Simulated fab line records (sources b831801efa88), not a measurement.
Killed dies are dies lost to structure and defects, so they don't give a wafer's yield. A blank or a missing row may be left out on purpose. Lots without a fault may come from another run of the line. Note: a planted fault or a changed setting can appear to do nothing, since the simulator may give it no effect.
Which of the tools did it? + flow gf180mcu + 6 lots with 18 wafers sampled at 2 steps, on a route of 602 steps

WHAT THE GAUGES SHOWED, per wafer
GF_HV_LDD_TW_MEAS_23.
| lot  | measured     | on            | HV_LDD_2_TW    |
|------|--------------|---------------|----------------|
| L659 | day 10 23:30 | film_metro-03 | 1046 1043 1047 |
| L661 | day 11 16:53 | film_metro-03 | 1043 1047 1045 |
| L664 | day 12 16:57 | film_metro-02 | 1059 1056 1061 |
| L674 | day 15 20:27 | film_metro-03 | 1047 1048 1053 |
| L676 | day 16 09:23 | film_metro-04 | 1038 1040 1041 |
| L680 | day 17 15:17 | film_metro-03 | 1041 1046 1038 |

TOOL THAT RAN EACH LOT (tool first, then ch and the chambers of the sampled wafers, then the start)
| lot  | GF_STI_WET_ETCH_27             |
|------|--------------------------------|
| L659 | wet_bench-01 ch 2, day 2 09:56 |
| L661 | wet_bench-01 ch 2, day 2 21:13 |
| L664 | wet_bench-03 ch 2, day 3 13:05 |
| L674 | wet_bench-04 ch 3, day 5 14:21 |
| L676 | wet_bench-04 ch 1, day 6 00:44 |
| L680 | wet_bench-03 ch 1, day 6 21:14 |
- GF_STI_WET_ETCH_27: etches Si3N4 in H3PO4, target depth 160 nm, time 1825 s.

THE ANSWER, worked out from the rows above alone
Rule: the lots themselves supply what counts as usual. Put in order of their means at a reading, lots are off if they are a third of the lots or fewer, leave a main group of 4 or more, and stand apart from it by a gap of 3 or more times the standard deviation of the main group's means; of several such gaps the widest counts. The tables above print the reading to a certain number of digits; a main group whose means all agree to those digits is not used. A lot without any number at a reading at which 4 lots or more have one is off too. All remaining lots with rows at the step are treated as sound.
No lot is off on any of the readings shown, so nothing can be concluded from this.

WHAT HAD BEEN PUT IN BY THE SIMULATOR
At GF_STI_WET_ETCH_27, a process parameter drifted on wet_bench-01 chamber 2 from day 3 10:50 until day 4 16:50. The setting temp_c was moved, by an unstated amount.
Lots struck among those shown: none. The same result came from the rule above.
